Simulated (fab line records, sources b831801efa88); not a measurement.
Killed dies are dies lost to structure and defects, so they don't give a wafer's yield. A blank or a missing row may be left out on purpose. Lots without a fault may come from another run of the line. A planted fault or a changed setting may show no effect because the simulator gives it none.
One fault seen from 2 desks | flow gf180mcu | each desk has only its own numbers; what lay behind them comes last

THE METROLOGY DESK
What the gauges read, lot by lot, whatever tool the lot ran on: means of the sampled wafers that have a number. A lot is out of limits, marked OUT, if its mean lies more than 4 standard deviations from the usual mean; the brackets give that distance.
Columns: A = VT_IMPLANT_TW at GF_VT_IMPLANT_TW_MEAS_10, usual 560.2
lot  | first seen here | A
L349 | day 5 13:37     | 558.0
L350 | day 5 20:16     | 559.2
L351 | day 6 03:46     | 557.1
L353 | day 6 16:02     | 562.3
L354 | day 6 23:05     | 562.4
L356 | day 7 10:14     | 555.0
L357 | day 7 15:22     | 561.1
L358 | day 8 01:15     | 557.8
L361 | day 8 18:46     | 561.9
L364 | day 9 12:22     | 557.7
L365 | day 9 19:54     | 558.1
L370 | day 11 02:34    | 561.0
L371 | day 11 06:58    | 564.1
L372 | day 11 13:29    | 563.9
This desk's finding: nothing out of limits on any of the 14 lots.

THE TOOL OWNER'S DESK: litho_track-04
The tool's own readings at GF_MVPSD_DEVELOP_06 (develop time 60 s): means of the sampled wafers that have a number, for each lot that ran on this tool. A lot is out of limits, marked OUT, if its mean lies more than 4 standard deviations from the usual mean; the brackets give that distance.
Columns: A = developer_temp_C at GF_MVPSD_DEVELOP_06, usual 22.99 C; B = exhaust_pa at GF_MVPSD_DEVELOP_06, usual 45.2 Pa
lot  | first seen here | A                | B
L353 | day 5 23:00     | 22.94            | 45.0
L356 | day 6 17:00     | 22.94            | 45.3
L358 | day 7 07:00     | 23.09            | 44.5
L361 | day 8 01:00     | 22.11 (-8.8) OUT | 44.7
L365 | day 9 01:00     | 22.08 (-9.1) OUT | 45.2
This desk's finding: out of limits on L361, L365; first on L361, day 8 01:00 (developer_temp_C at GF_MVPSD_DEVELOP_06). In limits: L353, L356, L358.

PUT TOGETHER
The tool owner's desk could have raised an alarm at day 8 01:00, on L361, L365.
The metrology desk saw nothing out of limits.
The metrology desk has L361, L365 on record, within its limits.
Of the lots named, all ran GF_MVPSD_DEVELOP_06 on litho_track-04.

WHAT THE SIMULATOR HAD PUT IN
Process parameter drift: litho_track-04, from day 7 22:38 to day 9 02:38, at GF_MVPSD_DEVELOP_06. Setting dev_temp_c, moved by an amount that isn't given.
Lots struck among those shown: L361, L365.
Hours from the fault's start to each desk's first reading out of limits: the tool owner's desk, 2.
